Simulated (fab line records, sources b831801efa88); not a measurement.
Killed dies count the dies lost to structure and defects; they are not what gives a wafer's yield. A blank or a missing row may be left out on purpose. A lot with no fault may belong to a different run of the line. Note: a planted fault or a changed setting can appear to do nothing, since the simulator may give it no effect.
Which of the tools did it? -- flow sky130 -- 6 lots, 18 wafers sampled, at 2 steps of a route of 708

WHAT THE GAUGES SHOWED, per wafer
SKY_PWDE_TW_MEAS_10.
lot,measured,on,PWDE_TW
L912,day 4 09:04,film_metro-03,374.8 375.4 372.0
L917,day 5 18:31,film_metro-04,384.4 386.1 384.6
L921,day 6 09:25,film_metro-04,372.5 371.6 370.9
L925,day 7 10:04,film_metro-03,374.7 375.0 374.6
L928,day 8 07:31,film_metro-01,375.9 377.4 376.5
L933,day 9 10:24,film_metro-03,376.5 377.4 375.6

WHICH TOOL RAN EACH LOT (tool, then ch and the chambers of the sampled wafers, then the start)
lot,SKY_PWDE_IMPLANT_08
L912,"implanter-01 ch 0, day 4 08:50"
L917,"implanter-03 ch 0, day 5 18:17"
L921,"implanter-04 ch 0, day 6 09:11"
L925,"implanter-01 ch 0, day 7 09:50"
L928,"implanter-04 ch 0, day 8 07:16"
L933,"implanter-01 ch 0, day 9 10:10"
- SKY_PWDE_IMPLANT_08

THE ANSWER, worked out from the rows above alone
Rule: what is usual is taken from the lots themselves. The widest of any qualifying gaps counts: lots, ordered by their means at a reading, are off when they make up no more than a third of the lots, leave a main group of 4 or more, and stand apart from it by 3 or more times the standard deviation of that group's means. A main group is skipped when, at the precision printed for the reading in the tables above, its means are all equal. A lot without any number at a reading at which 4 lots or more have one is off too. All remaining lots with rows at the step are treated as sound.
Off: at SKY_PWDE_TW_MEAS_10 (PWDE_TW), L917. The main group has a mean of 374.7 with a standard deviation of 1.8.
If a tool, at a process step before that reading, ran all the lots that are off and no sound lot after the first of them, it fits. Those tools and the gauges at SKY_PWDE_TW_MEAS_10 are tried in the same way. One fits: SKY_PWDE_IMPLANT_08 on implanter-03. It ran no sound lot before its first lot that is off in this sample, so the start can't be narrowed down.

WHAT THE SIMULATOR HAD INSERTED
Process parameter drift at SKY_PWDE_IMPLANT_08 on implanter-03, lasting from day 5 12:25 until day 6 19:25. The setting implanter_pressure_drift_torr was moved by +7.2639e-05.
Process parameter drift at SKY_PWDE_IMPLANT_08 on implanter-03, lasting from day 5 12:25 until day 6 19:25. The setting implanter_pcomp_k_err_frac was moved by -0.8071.
Struck lots among those shown: L917. The rule given above showed the same thing.
